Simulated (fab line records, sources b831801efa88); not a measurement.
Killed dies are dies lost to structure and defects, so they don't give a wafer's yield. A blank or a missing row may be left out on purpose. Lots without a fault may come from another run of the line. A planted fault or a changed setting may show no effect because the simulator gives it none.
fab line records | flow sky130
record lots=5 wafers=15 last_day=50
route steps=708 shown CAPM@550 METAL3@555 VIA3@573
lots that met no fault: from a run of the same line without faults
start_h: hours from the record's first day to the start of the lot's first wafer shown | wait_h: hours since the lot's step before | " the same as in the row above | L1.1+2: a row that stands for several wafers | - no value, or no start given | * or withheld: withheld | < > ~ a bound
route shown NAME@n: a module of which the file shows steps, and the number in the route of the first | usual: mean/standard deviation of fault-free wafers | same: alike in all rows | chamber/n: place in a boat | sites: the reading at each site | _std_site: their standard deviation | _edge_site: outer sites' mean less inner sites' | radius_mm: how far each site lies from the wafer's centre | mask NAME#n: copy n | behind: the tool/chamber that last shaped the wafer | hold: why the lot was held/for how many hours/how that ended | device: the transistor (n, p or np) that didn't switch | end of line: the same wafers' tests at the end of the route | a step without rows: its recipe alone | killed: dies lost to structure and defects at the first sort, not the wafer's yield | map: a wafer's dies, x killed, . not, _ none there
set.NAME: the setting as run; set.NAME@STEP: as run at that earlier step | model.NAME: the simulator's own value behind a step, which no gauge read
lots at some steps of the route; a table a step, a row a wafer
services: from which hour (start_h, from the record's first day; less than 0 if before it) a tool's chamber was out of use, for how many hours, and why
## steps
# step SKY_CAPM_METAL_ETCH_13
# recipe target_depth_nm=220 stop_on=SiO2 chemistry=Cl2/BCl3 target=TiN pressure_mtorr=10 icp_w=900 bias_w=48.5 Cl2_flow_sccm=60 bcl3_flow_sccm=30 time_s=62.9
# usual drypump_motor_current_A=5.71/0.13 oes_product_au=0.941/0.0072 throttle_valve_pct=21.900/0.0098
# columns lot.wafer tool chamber start_h wait_h drypump_motor_current_A oes_product_au rf_hours_counter_h throttle_valve_pct
L074.1 rie_metal-01 0 869.10 0.0 5.84 0.947 12 21.917
L074.3 " 0 " " 5.81 0.938 - 21.900
L074.6 " 1 " " 5.71 0.926 - 21.903
L080.1 rie_metal-02 1 932.09 0.0 5.72 0.940 15 21.873
L080.5 " 0 " " 5.36 0.947 - 21.894
L080.6 " 1 " " 5.70 0.943 - 21.906
L090.3 rie_metal-01 1 985.67 0.0 5.72 0.941 - 21.883
L090.4 " 0 " " 5.85 0.940 - 21.892
L090.6 " 0 " " 5.82 0.939 - 21.903
L095.4 rie_metal-01 1 1028.32 0.0 5.72 0.941 - 21.896
L095.5 " 1 " " 5.69 0.932 - 21.906
L095.6 " 0 " " 5.81 0.943 - 21.900
L097.1 rie_metal-02 1 1035.39 0.0 5.70 0.947 21 21.890
L097.3 " 1 " " 5.72 0.944 - 21.896
L097.4 " 0 " " 5.35 0.939 - 21.901
# step SKY_CAPM_STRIP_14
# recipe chemistry=O2/N2 power_w=1400 pressure_mtorr=1500 platen_temp_c=withheld o2_flow_sccm=3000 n2_flow_sccm=300 overash_fraction=0.5
# usual drypump_motor_current_A=5.9/0.59 o2_flow_sccm=3001/9.7 oes_product_au=0.710/0.0047 strip_time_to_endpoint_s=12.62/0.049
# columns lot.wafer tool chamber start_h wait_h drypump_motor_current_A o2_flow_sccm oes_product_au rf_hours_counter_h strip_time_to_endpoint_s
L074.1 plasma_asher-03 1 869.17 0.1 6.0 3000 0.712 11 12.57
L074.3 " 1 " " 6.0 3009 0.709 - 12.56
L074.6 " 1 " " 6.0 3004 0.707 - 12.56
L080.1 plasma_asher-01 0 932.16 0.1 5.7 2986 0.715 76 12.62
L080.5 " 1 " " 4.8 2986 0.707 - 12.66
L080.6 " 0 " " 5.8 2993 0.716 - 12.68
L090.3 plasma_asher-04 0 985.76 0.1 6.8 2998 0.705 - 12.65
L090.4 " 1 " " 5.8 3005 0.710 - 12.65
L090.6 " 0 " " 6.8 3004 0.715 - 12.63
L095.4 plasma_asher-04 0 1028.41 0.1 6.9 2994 0.707 - 12.61
L095.5 " 0 " " 6.9 2986 0.710 - 12.68
L095.6 " 1 " " 5.8 2988 0.710 - 12.58
L097.1 plasma_asher-03 1 1035.46 0.1 6.0 3009 0.706 27 12.64
L097.3 " 0 " " 6.1 2995 0.711 - 12.63
L097.4 " 1 " " 6.0 2995 0.712 - 12.67
# step SKY_CAPM_STRIP_15
# recipe chemistry=post_etch_residue_remover time_s=1200 temp_c=72.5
# usual bath_heat_duty_pct=14.3/1.5
# columns lot.wafer tool chamber start_h wait_h bath_heat_duty_pct
L074.1 wet_bench-04 0 869.27 0.1 13.9
L074.3 " 0 " " 14.5
L074.6 " 0 " " 13.4
L080.1 wet_bench-04 2 932.26 0.1 15.8
L080.5 " 2 " " 15.4
L080.6 " 2 " " 16.3
L090.3 wet_bench-04 0 985.82 0.0 14.7
L090.4 " 0 " " 14.1
L090.6 " 0 " " 14.5
L095.4 wet_bench-01 3 1028.47 0.0 12.7
L095.5 " 3 " " 13.5
L095.6 " 3 " " 12.5
L097.1 wet_bench-04 0 1035.56 0.1 14.2
L097.3 " 0 " " 14.7
L097.4 " 0 " " 13.2
# step SKY_CAPM_CLEAN_16
# recipe chemistry=IPA time_s=180 temp_c=25
# usual bath_heat_duty_pct=6.3/0.68
# columns lot.wafer tool chamber start_h wait_h bath_heat_duty_pct
L074.1 wet_bench-02 1 869.61 0.0 6.8
L074.3 " 1 " " 7.7
L074.6 " 1 " " 6.7
L080.1 wet_bench-02 1 932.64 0.0 6.5
L080.5 " 1 " " 5.8
L080.6 " 1 " " 6.5
L090.3 wet_bench-02 2 986.20 0.0 6.4
L090.4 " 2 " " 7.4
L090.6 " 2 " " 7.4
L095.4 wet_bench-01 1 1028.82 0.0 5.3
L095.5 " 1 " " 6.3
L095.6 " 1 " " 6.0
L097.1 wet_bench-01 2 1035.94 0.0 6.9
L097.3 " 2 " " 6.9
L097.4 " 2 " " 6.6
# step SKY_CAPM_CLEAN_17
# recipe chemistry=O3/DIW dry=n2_spin
# columns lot.wafer tool chamber start_h wait_h
L074.1+3+6 wet_bench-04 0 869.67 0.0
L080.1+5+6 wet_bench-04 0 932.70 0.0
L090.3+4+6 wet_bench-01 2 986.26 0.0
L095.4+5+6 wet_bench-01 0 1028.87 0.0
L097.1+3+4 wet_bench-02 2 1036.00 0.0
# step SKY_METAL3_DEHYDRATE_05
# recipe temp_c=200 time_s=60
# columns lot.wafer tool chamber start_h wait_h
L074.1+3+6 litho_track-03 0 881.71 11.9
L080.1+5+6 litho_track-03 0 944.31 11.5
L090.3+4+6 litho_track-01 0 997.80 11.4
L095.4+5+6 litho_track-03 0 1039.19 10.2
L097.1+3+4 litho_track-03 0 1047.01 10.8
# step SKY_METAL3_HMDS_06
# recipe prime_time_s=60 prime_temp_c=120
# columns lot.wafer tool chamber start_h wait_h
L074.1+3+6 litho_track-03 0 881.86 0.1
L080.1+5+6 litho_track-03 0 944.46 0.1
L090.3+4+6 litho_track-01 0 997.95 0.1
L095.4+5+6 litho_track-03 0 1039.34 0.1
L097.1+3+4 litho_track-03 0 1047.16 0.1
# step SKY_METAL3_COAT_07
# recipe resist=BARC temp_c=withheld time_s=withheld spin_rpm=3000 resist_thk_nm=60
# columns lot.wafer tool chamber start_h wait_h
L074.1+3+6 litho_track-03 0 882.01 0.1
L080.1+5+6 litho_track-03 0 944.61 0.1
L090.3+4+6 litho_track-01 0 998.10 0.1
L095.4+5+6 litho_track-03 0 1039.49 0.1
L097.1+3+4 litho_track-03 0 1047.31 0.1
# step SKY_METAL3_COAT_08
# recipe resist=KrF-thick spin_rpm=3000 resist_thk_nm=1140
# columns lot.wafer tool chamber start_h wait_h
L074.1+3+6 litho_track-03 0 - -
L080.1+5+6 litho_track-03 0 - -
L090.3+4+6 litho_track-01 0 - -
L095.4+5+6 litho_track-03 0 - -
L097.1+3+4 litho_track-03 0 - -
# step SKY_METAL3_SOFTBAKE_09
# recipe temp_c=100 time_s=90 resist=KrF-thick
# columns lot.wafer tool chamber start_h wait_h
L074.1+3+6 litho_track-03 0 - -
L080.1+5+6 litho_track-03 0 - -
L090.3+4+6 litho_track-01 0 - -
L095.4+5+6 litho_track-03 0 - -
L097.1+3+4 litho_track-03 0 - -
# step SKY_METAL3_EXPOSE_10
# recipe mask_id=MM3 na=0.68 source_shape=annular sigma_inner=0.4 sigma_outer=0.8 target_cd_nm=300 dose_mj=28
# columns lot.wafer tool chamber start_h wait_h mask
L074.1+3+6 krf_scanner-01 0 - - MM3#0
L080.1+5+6 krf_scanner-01 0 - - MM3#0
L090.3+4+6 krf_scanner-01 0 - - MM3#0
L095.4+5+6 krf_scanner-02 0 - - MM3#0
L097.1+3+4 krf_scanner-01 0 - - MM3#0
# step SKY_METAL3_PEB_11
# recipe peb_temp_c=withheld peb_time_s=withheld resist=KrF-thick
# columns lot.wafer tool chamber start_h wait_h
L074.1+3+6 litho_track-03 0 - -
L080.1+5+6 litho_track-03 0 - -
L090.3+4+6 litho_track-03 0 - -
L095.4+5+6 litho_track-04 0 - -
L097.1+3+4 litho_track-01 0 - -
# step SKY_METAL3_DEVELOP_12
# recipe develop_time_s=60 resist=KrF-thick dev_temp_c=21
# same develop_time_s=60
# columns lot.wafer tool chamber start_h wait_h
L074.1+3+6 litho_track-03 0 - -
L080.1+5+6 litho_track-03 0 - -
L090.3+4+6 litho_track-03 0 - -
L095.4+5+6 litho_track-04 0 - -
L097.1+3+4 litho_track-01 0 - -
# step SKY_METAL3_CD_MEAS_13
# recipe target_cd_nm=300
# usual cd_nm=299.9/1.4
# columns lot.wafer tool chamber start_h wait_h cd_nm
L074.1 cd_sem-02 - 895.21 - 298.4
L074.3 " - " " 297.4
L074.6 " - " " 297.2
L080.1 cd_sem-02 - 957.51 - 298.6
L080.5 " - " " 296.8
L080.6 " - " " 299.7
L090.3 cd_sem-02 - 1009.95 - 298.4
L090.4 " - " " 299.1
L090.6 " - " " 299.9
L095.4 cd_sem-01 - 1051.26 - 300.1
L095.5 " - " " 299.4
L095.6 " - " " 299.6
L097.1 cd_sem-02 - 1058.10 - 298.3
L097.3 " - " " 298.0
L097.4 " - " " 297.4
# step SKY_METAL3_OVL_MEAS_14
# usual METAL3_OVL=-4/6.5
# columns lot.wafer tool chamber start_h wait_h METAL3_OVL[nm]
L074.1 overlay-01 - 895.33 0.1 -6
L074.3 " - " " -5
L074.6 " - " " -5
L080.1 overlay-02 - 957.63 0.1 4
L080.5 " - " " 1
L080.6 " - " " -1
L090.3 overlay-02 - 1010.04 0.1 -3
L090.4 " - " " -10
L090.6 " - " " -7
L095.4 overlay-01 - 1051.34 0.1 -5
L095.5 " - " " -4
L095.6 " - " " -4
L097.1 overlay-01 - 1058.22 0.1 -9
L097.3 " - " " -12
L097.4 " - " " -6
# step SKY_METAL3_DESCUM_15
# recipe chemistry=O2 source_power_w=150 bias_power_w=0 pressure_mtorr=10 temp_c=40 time_s=8
# usual drypump_motor_current_A=5.76/0.22 oes_product_au=1.000/0.0067
# columns lot.wafer tool chamber start_h wait_h drypump_motor_current_A oes_product_au rf_hours_counter_h
L074.1 rie_metal-04 1 895.37 0.0 5.20 1.002 6
L074.3 " 1 " " 5.22 1.004 -
L074.6 " 1 " " 5.21 1.002 -
L080.1 rie_metal-04 1 957.67 0.0 5.21 0.999 8
L080.5 " 1 " " 5.21 0.999 -
L080.6 " 0 " " 6.29 0.991 -
L090.3 rie_metal-01 1 1010.08 0.0 5.70 0.990 -
L090.4 " 0 " " 5.81 1.000 -
L090.6 " 0 " " 5.81 1.007 -
L095.4 rie_metal-03 0 1051.37 0.0 5.78 1.012 -
L095.5 " 0 " " 5.75 0.994 -
L095.6 " 1 " " 5.73 1.002 -
L097.1 rie_metal-03 0 1058.26 0.0 5.82 0.993 12
L097.3 " 0 " " 5.81 0.999 -
L097.4 " 1 " " 5.73 1.003 -
# step SKY_METAL3_ETCH_16
# recipe chemistry=N2/H2 target=BARC ion_energy_ev=200 bias_w=100 pressure_mtorr=30 n2_flow_sccm=100 h2_flow_sccm=200 icp_w=500 stop_on=SiO2 time_s=88.2 target_depth_a=600
# usual drypump_motor_current_A=5.77/0.22 oes_product_au=0.625/0.0044 throttle_valve_pct=13.204/0.0095
# columns lot.wafer tool chamber start_h wait_h drypump_motor_current_A oes_product_au rf_hours_counter_h throttle_valve_pct
L074.1 rie_metal-04 1 895.40 0.0 5.20 0.619 6 13.201
L074.3 " 1 " " 5.20 0.628 - 13.212
L074.6 " 1 " " 5.20 0.618 - 13.193
L080.1 rie_metal-04 1 957.70 0.0 5.22 0.623 8 13.217
L080.5 " 1 " " 5.21 0.630 - 13.202
L080.6 " 0 " " 6.29 0.626 - 13.212
L090.3 rie_metal-01 1 1010.13 0.0 5.71 0.624 - 13.213
L090.4 " 0 " " 5.78 0.627 - 13.213
L090.6 " 0 " " 5.83 0.631 - 13.194
L095.4 rie_metal-03 0 1051.42 0.0 5.78 0.619 - 13.234
L095.5 " 0 " " 5.84 0.621 - 13.218
L095.6 " 1 " " 5.72 0.621 - 13.192
L097.1 rie_metal-03 0 1058.29 0.0 5.80 0.630 12 13.199
L097.3 " 0 " " 5.79 0.625 - 13.191
L097.4 " 1 " " 5.77 0.626 - 13.205
# step SKY_METAL3_ETCH_17
# recipe target=SiO2 stop_on=TiN chemistry=C4F8/O2/Ar source_w=1500 bias_w=1200 pressure_mtorr=40 c4f8_flow_sccm=withheld O2_flow_sccm=6 Ar_flow_sccm=300 time_s=3.9 target_depth_a=150
# usual oes_product_au=0.753/0.0068
# columns lot.wafer tool chamber start_h wait_h oes_product_au rf_hours_counter_h
L074.1 rie_diel-02 0 895.50 0.1 0.752 18
L074.3 " 1 " " 0.766 15
L074.6 " 0 " " 0.752 -
L080.1 rie_diel-02 3 957.80 0.1 0.750 9
L080.5 " 1 " " 0.766 -
L080.6 " 0 " " 0.747 -
L090.3 rie_diel-02 1 1010.20 0.0 0.750 18
L090.4 " 2 " " 0.762 3
L090.6 " 2 " " 0.753 -
L095.4 rie_diel-03 1 1051.49 0.0 0.754 17
L095.5 " 3 " " 0.751 -
L095.6 " 2 " " 0.755 -
L097.1 rie_diel-02 0 1058.39 0.1 0.750 23
L097.3 " 3 " " 0.736 12
L097.4 " 1 " " 0.755 19
# step SKY_METAL3_METAL_ETCH_18
# recipe target_depth_a=8450 stop_on=SiO2 over_etch_frac=0.3 time_s=183.1 chemistry=Cl2/BCl3 resist_sidewall_deg=88 pressure_mtorr=10 icp_w=900 bias_w=48.5 Cl2_flow_sccm=60 bcl3_flow_sccm=30
# usual drypump_motor_current_A=5.8/0.35 oes_product_au=0.867/0.0073 throttle_valve_pct=22.265/0.009
# columns lot.wafer tool chamber start_h wait_h drypump_motor_current_A oes_product_au rf_hours_counter_h throttle_valve_pct
L074.1 rie_metal-01 0 895.51 0.0 5.8 0.866 13 22.272
L074.3 " 0 " " 5.8 0.871 - 22.265
L074.6 " 0 " " 5.8 0.868 - 22.243
L080.1 rie_metal-01 0 957.81 0.0 5.8 0.867 17 22.275
L080.5 " 1 " " 5.7 0.860 - 22.270
L080.6 " 0 " " 5.8 0.858 - 22.259
L090.3 rie_metal-04 1 1010.27 0.1 5.2 0.880 - 22.253
L090.4 " 0 " " 6.3 0.883 - 22.265
L090.6 " 0 " " 6.3 0.878 - 22.279
L095.4 rie_metal-01 1 1051.57 0.1 5.7 0.864 - 22.270
L095.5 " 0 " " 5.8 0.865 - 22.272
L095.6 " 1 " " 5.7 0.865 - 22.254
L097.1 rie_metal-01 1 1058.41 0.0 5.7 0.869 7 22.272
L097.3 " 1 " " 5.7 0.861 - 22.255
L097.4 " 1 " " 5.7 0.862 - 22.262
# step SKY_METAL3_STRIP_19
# recipe chemistry=O2/N2 power_w=1400 pressure_mtorr=1500 platen_temp_c=withheld o2_flow_sccm=3000 n2_flow_sccm=300 overash_fraction=0.5
# usual drypump_motor_current_A=5.9/0.44 o2_flow_sccm=2999/10 oes_product_au=0.501/0.0049 strip_time_to_endpoint_s=6.52/0.058
# columns lot.wafer tool chamber start_h wait_h drypump_motor_current_A o2_flow_sccm oes_product_au rf_hours_counter_h strip_time_to_endpoint_s
L074.1 plasma_asher-03 0 895.87 0.3 6.1 3000 0.495 13 6.40
L074.3 " 1 " " 6.0 3012 0.487 - 6.35
L074.6 " 0 " " 6.1 3004 0.494 - 6.38
L080.1 plasma_asher-02 1 957.99 0.1 6.0 2998 0.500 114 6.40
L080.5 " 0 " " 6.4 3013 0.501 - 6.50
L080.6 " 1 " " 6.0 3003 0.497 - 6.48
L090.3 plasma_asher-01 1 1010.43 0.1 4.8 3001 0.501 - 6.64
L090.4 " 0 " " 5.7 3003 0.505 - 6.59
L090.6 " 1 " " 4.8 3005 0.506 - 6.61
L095.4 plasma_asher-01 1 1051.72 0.1 4.8 3007 0.498 - 6.56
L095.5 " 1 " " 4.8 3010 0.502 - 6.60
L095.6 " 0 " " 5.8 2986 0.505 - 6.64
L097.1 plasma_asher-03 0 1058.76 0.3 6.1 3020 0.501 30 6.59
L097.3 " 1 " " 6.0 3008 0.507 - 6.57
L097.4 " 0 " " 6.1 3009 0.507 - 6.61
# step SKY_METAL3_STRIP_20
# recipe chemistry=post_etch_residue_remover time_s=1200 temp_c=72.5
# usual bath_heat_duty_pct=14.9/1.1
# columns lot.wafer tool chamber start_h wait_h bath_heat_duty_pct
L074.1 wet_bench-04 3 895.97 0.1 14.9
L074.3 " 3 " " 15.4
L074.6 " 3 " " 13.9
L080.1 wet_bench-04 3 958.09 0.1 15.3
L080.5 " 3 " " 14.2
L080.6 " 3 " " 15.4
L090.3 wet_bench-04 2 1010.49 0.0 14.6
L090.4 " 2 " " 15.0
L090.6 " 2 " " 14.5
L095.4 wet_bench-03 1 1051.78 0.0 16.5
L095.5 " 1 " " 15.6
L095.6 " 1 " " 15.7
L097.1 wet_bench-04 3 1058.86 0.1 14.2
L097.3 " 3 " " 13.2
L097.4 " 3 " " 16.0
# step SKY_METAL3_CLEAN_21
# recipe chemistry=IPA time_s=180 temp_c=25
# usual bath_heat_duty_pct=6.4/0.67
# columns lot.wafer tool chamber start_h wait_h bath_heat_duty_pct
L074.1 wet_bench-03 3 896.34 0.0 6.2
L074.3 " 3 " " 5.7
L074.6 " 3 " " 6.5
L080.1 wet_bench-01 0 958.43 0.0 7.8
L080.5 " 0 " " 7.1
L080.6 " 0 " " 7.0
L090.3 wet_bench-03 2 1010.95 0.1 7.5
L090.4 " 2 " " 6.3
L090.6 " 2 " " 6.7
L095.4 wet_bench-01 1 1052.19 0.0 6.6
L095.5 " 1 " " 5.9
L095.6 " 1 " " 5.6
L097.1 wet_bench-01 3 1059.24 0.0 5.3
L097.3 " 3 " " 5.9
L097.4 " 3 " " 5.1
# step SKY_METAL3_CLEAN_22
# recipe chemistry=O3/DIW dry=n2_spin
# columns lot.wafer tool chamber start_h wait_h
L074.1+3+6 wet_bench-04 0 896.40 0.0
L080.1+5+6 wet_bench-04 3 958.56 0.0
L090.3+4+6 wet_bench-01 3 1011.03 0.0
L095.4+5+6 wet_bench-03 1 1052.25 0.0
L097.1+3+4 wet_bench-04 2 1059.29 0.0
# step SKY_VIA3_HDPCVD_00
# recipe material=SiO2 target_thk_nm=1635 sigma_open_frac=0.3 time_s=272.5 temp_c=400 sih4_flow_sccm=60 pressure_mtorr=6
# columns lot.wafer tool chamber start_h wait_h
L074.1+3+6 hdpcvd-02 0,1,2 896.50 0.0
L080.1+5+6 hdpcvd-02 2,1,0 958.65 0.0
L090.3+4+6 hdpcvd-01 1,1,0 1011.14 0.0
L095.4+5+6 hdpcvd-01 1,0,2 1052.44 0.1
L097.1+3+4 hdpcvd-01 0,1,0 1059.39 0.0
# step SKY_VIA3_THK_MEAS_01
# recipe reads=SiO2_of_VIA3_HDPCVD_00
# usual VIA3_HDPCVD_THK=1633/18
# columns lot.wafer tool chamber start_h wait_h VIA3_HDPCVD_THK[nm]
L074.1 film_metro-04 - 896.67 0.1 1633
L074.3 " - " " 1622
L074.6 " - " " 1625
L080.1 film_metro-04 - 958.82 0.1 1630
L080.5 " - " " 1648
L080.6 " - " " 1629
L090.3 film_metro-04 - 1011.37 0.1 1627
L090.4 " - " " 1634
L090.6 " - " " 1628
L095.4 film_metro-01 - 1052.56 0.0 1635
L095.5 " - " " 1657
L095.6 " - " " 1666
L097.1 film_metro-01 - 1059.56 0.1 1664
L097.3 " - " " 1641
L097.4 " - " " 1650
# step SKY_VIA3_CMP_02
# recipe material=SiO2 down_force_psi=4 platen_rpm=60 pad_velocity_m_s=0.94248
# usual motor_current_A=12.0/1.2 retaining_ring_pressure_frac=0.999/0.0047
# columns lot.wafer tool chamber start_h wait_h motor_current_A retaining_ring_pressure_frac
L074.1 cmp-02 2 897.18 0.5 11.8 1.005
L074.3 " 3 " " 13.5 1.005
L074.6 " 2 " " 11.2 1.005
L080.1 cmp-02 2 958.93 0.1 11.6 1.004
L080.6 " 1 " " 11.8 0.994
L080.5 " 2 " " 12.6 0.998
L090.4 cmp-02 0 1011.63 0.2 10.2 0.992
L090.3 " 1 " " 11.5 0.998
L090.6 " 3 " " 13.8 1.002
L095.4 cmp-01 1 1052.59 0.0 11.2 1.001
L095.5 " 1 " " 11.7 0.993
L095.6 " 2 " " 14.3 0.997
L097.1 cmp-02 1 1059.62 0.1 12.3 0.999
L097.4 " 2 " " 12.0 1.004
L097.3 " 0 " " 9.4 1.001
# step SKY_VIA3_BOW_MEAS_03
# recipe mode=bow
# usual VIA3_BOW=77/7.9
# columns lot.wafer tool chamber start_h wait_h VIA3_BOW[um]
L074.1 film_metro-01 - 897.48 0.2 80
L074.3 " - " " 89
L074.6 " - " " 83
L080.1 film_metro-03 - 959.18 0.2 64
L080.5 " - " " 60
L080.6 " - " " 62
L090.3 film_metro-04 - 1011.92 0.2 82
L090.4 " - " " 71
L090.6 " - " " 73
L095.4 film_metro-01 - 1052.95 0.3 89
L095.5 " - " " 76
L095.6 " - " " 71
L097.1 film_metro-01 - 1059.92 0.2 89
L097.3 " - " " 85
L097.4 " - " " 79
# step SKY_VIA3_DEHYDRATE_04
# recipe temp_c=200 time_s=60
# columns lot.wafer tool chamber start_h wait_h
L074.1+3+6 litho_track-02 0 909.40 11.9
L080.1+5+6 litho_track-02 0 969.80 10.6
L090.3+4+6 litho_track-02 0 1022.90 11.0
L095.4+5+6 litho_track-01 0 1063.13 10.2
L097.1+3+4 litho_track-04 0 1070.25 10.3
# step SKY_VIA3_HMDS_05
# recipe prime_time_s=60 prime_temp_c=120
# columns lot.wafer tool chamber start_h wait_h
L074.1+3+6 litho_track-02 0 909.55 0.1
L080.1+5+6 litho_track-02 0 969.95 0.1
L090.3+4+6 litho_track-02 0 1023.05 0.1
L095.4+5+6 litho_track-01 0 1063.28 0.1
L097.1+3+4 litho_track-04 0 1070.40 0.1
# step SKY_VIA3_COAT_06
# recipe resist=BARC temp_c=withheld time_s=withheld spin_rpm=3000 resist_thk_nm=60
# columns lot.wafer tool chamber start_h wait_h
L074.1+3+6 litho_track-02 0 909.70 0.1
L080.1+5+6 litho_track-02 0 970.10 0.1
L090.3+4+6 litho_track-02 0 1023.20 0.1
L095.4+5+6 litho_track-01 0 1063.43 0.1
L097.1+3+4 litho_track-04 0 1070.55 0.1
# step SKY_VIA3_COAT_07
# recipe resist=KrF-thick spin_rpm=3000 resist_thk_nm=450
# columns lot.wafer tool chamber start_h wait_h
L074.1+3+6 litho_track-02 0 - -
L080.1+5+6 litho_track-02 0 - -
L090.3+4+6 litho_track-02 0 - -
L095.4+5+6 litho_track-01 0 - -
L097.1+3+4 litho_track-04 0 - -
# step SKY_VIA3_SOFTBAKE_08
# recipe temp_c=100 time_s=90 resist=KrF-thick
# columns lot.wafer tool chamber start_h wait_h
L074.1+3+6 litho_track-02 0 - -
L080.1+5+6 litho_track-02 0 - -
L090.3+4+6 litho_track-02 0 - -
L095.4+5+6 litho_track-01 0 - -
L097.1+3+4 litho_track-04 0 - -
# step SKY_VIA3_EXPOSE_09
# recipe mask_id=VIM3 na=0.8 source_shape=annular sigma_inner=0.55 sigma_outer=0.85 target_cd_nm=200 dose_mj=38
# columns lot.wafer tool chamber start_h wait_h mask
L074.1+3+6 krf_scanner-01 0 - - VIM3#0
L080.1+5+6 krf_scanner-02 0 - - VIM3#0
L090.3+4+6 krf_scanner-02 0 - - VIM3#0
L095.4+5+6 krf_scanner-02 0 - - VIM3#0
L097.1+3+4 krf_scanner-02 0 - - VIM3#0
# step SKY_VIA3_PEB_10
# recipe peb_temp_c=withheld peb_time_s=withheld resist=KrF-thick
# columns lot.wafer tool chamber start_h wait_h
L074.1+3+6 litho_track-04 0 - -
L080.1+5+6 litho_track-04 0 - -
L090.3+4+6 litho_track-02 0 - -
L095.4+5+6 litho_track-04 0 - -
L097.1+3+4 litho_track-04 0 - -
# step SKY_VIA3_DEVELOP_11
# recipe develop_time_s=60 resist=KrF-thick dev_temp_c=21
# same develop_time_s=60
# columns lot.wafer tool chamber start_h wait_h
L074.1+3+6 litho_track-04 0 - -
L080.1+5+6 litho_track-04 0 - -
L090.3+4+6 litho_track-02 0 - -
L095.4+5+6 litho_track-04 0 - -
L097.1+3+4 litho_track-04 0 - -
# step SKY_VIA3_CD_MEAS_12
# recipe target_cd_nm=200
# usual cd_nm=199.4/1.4
# columns lot.wafer tool chamber start_h wait_h cd_nm
L074.1 cd_sem-02 - 922.60 - 199.3
L074.3 " - " " 199.9
L074.6 " - " " 199.2
L080.1 cd_sem-02 - 982.50 - 201.6
L080.5 " - " " 200.0
L080.6 " - " " 199.4
L090.3 cd_sem-02 - 1035.09 - 200.6
L090.4 " - " " 199.1
L090.6 " - " " 201.4
L095.4 cd_sem-02 - 1073.66 - 200.5
L095.5 " - " " 199.2
L095.6 " - " " 200.8
L097.1 cd_sem-01 - 1080.42 - 201.9
L097.3 " - " " 201.4
L097.4 " - " " 202.0
# step SKY_VIA3_OVL_MEAS_13
# usual VIA3_OVL=2/4.9
# columns lot.wafer tool chamber start_h wait_h VIA3_OVL[nm]
L074.1 overlay-02 - 922.72 0.1 4
L074.3 " - " " 7
L074.6 " - " " 9
L080.1 overlay-01 - 982.62 0.1 -3
L080.5 " - " " -3
L080.6 " - " " 0
L090.3 overlay-01 - 1035.18 0.1 5
L090.4 " - " " 3
L090.6 " - " " 2
L095.4 overlay-02 - 1073.74 0.1 4
L095.5 " - " " 7
L095.6 " - " " 5
L097.1 overlay-01 - 1080.54 0.1 3
L097.3 " - " " 4
L097.4 " - " " 2
# step SKY_VIA3_ETCH_14
# recipe chemistry=N2/H2 target=BARC ion_energy_ev=200 source_w=500 bias_w=100 pressure_mtorr=30 n2_flow_sccm=100 h2_flow_sccm=200 stop_on=SiO2 time_s=45.9 target_depth_a=600
# usual drypump_motor_current_A=5.6/0.48 oes_product_au=0.854/0.0047 throttle_valve_pct=13.225/0.0087
# columns lot.wafer tool chamber start_h wait_h drypump_motor_current_A oes_product_au rf_hours_counter_h throttle_valve_pct
L074.1 rie_diel-03 0 922.76 0.0 4.9 0.858 7 13.217
L074.3 " 3 " " 4.7 0.848 21 13.223
L074.6 " 0 " " 4.9 0.856 - 13.242
L080.1 rie_diel-01 1 982.66 0.0 6.7 0.857 11 13.228
L080.5 " 2 " " 5.2 0.861 - 13.228
L080.6 " 1 " " 6.7 0.853 - 13.227
L090.3 rie_diel-04 2 1035.21 0.0 5.6 0.855 14 13.230
L090.4 " 1 " " 5.2 0.855 - 13.238
L090.6 " 2 " " 5.7 0.855 - 13.218
L095.4 rie_diel-04 3 1073.78 0.0 5.7 0.854 - 13.230
L095.5 " 2 " " 5.6 0.855 - 13.225
L095.6 " 1 " " 5.2 0.845 - 13.226
L097.1 rie_diel-04 1 1080.58 0.0 5.3 0.855 14 13.221
L097.3 " 3 " " 5.6 0.849 22 13.235
L097.4 " 2 " " 5.7 0.852 - 13.228
# step SKY_VIA3_ETCH_15
# recipe target=SiO2 chemistry=C4F8/O2/Ar target_depth_nm=507 stop_on=TiN mask_material=KrF-thick source_w=1500 bias_w=1200 pressure_mtorr=40 c4f8_flow_sccm=withheld O2_flow_sccm=6 Ar_flow_sccm=300 time_s=78
# usual oes_product_au=0.946/0.0042
# columns lot.wafer tool chamber start_h wait_h oes_product_au rf_hours_counter_h
L074.1 rie_diel-03 0 922.80 0.0 0.938 7
L074.3 " 3 " " 0.945 21
L074.6 " 0 " " 0.942 -
L080.1 rie_diel-01 1 982.70 0.0 0.945 11
L080.5 " 2 " " 0.955 -
L080.6 " 1 " " 0.951 -
L090.3 rie_diel-04 2 1035.25 0.0 0.944 15
L090.4 " 1 " " 0.948 -
L090.6 " 2 " " 0.944 -
L095.4 rie_diel-04 3 1073.83 0.0 0.953 -
L095.5 " 2 " " 0.942 -
L095.6 " 1 " " 0.947 -
L097.1 rie_diel-04 1 1080.62 0.0 0.954 14
L097.3 " 3 " " 0.945 22
L097.4 " 2 " " 0.946 -
## services
# columns tool chamber start_h hours kind
rie_diel-04 - 853.38 4.8 repair
rie_metal-03 - 854.15 0.3 repair
rie_diel-04 0 866.96 2.2 repair
krf_scanner-01 - 871.70 0.2 repair
krf_scanner-02 - 874.54 4.4 pm
krf_scanner-01 - 878.92 1.0 pm
krf_scanner-02 - 886.87 1.0 pm
krf_scanner-01 - 891.88 0.8 pm
krf_scanner-02 - 893.58 1.3 pm
rie_metal-04 1 918.18 8.0 repair
krf_scanner-01 - 926.66 0.5 repair
krf_scanner-02 - 943.29 0.8 pm
rie_diel-04 2 948.52 5.1 repair
krf_scanner-01 - 951.68 1.3 pm
rie_diel-04 2 960.83 3.8 repair
krf_scanner-01 - 982.41 0.2 repair
rie_diel-04 3 1013.03 8.6 repair
rie_metal-04 - 1015.47 2.8 pm
rie_diel-04 0 1027.47 103.4 repair
krf_scanner-01 - 1046.25 1.0 pm
krf_scanner-02 - 1055.85 1.0 pm
krf_scanner-01 - 1067.22 2.5 repair
krf_scanner-02 - 1069.71 1.3 pm
krf_scanner-02 - 1080.45 0.4 repair
## key
fault none
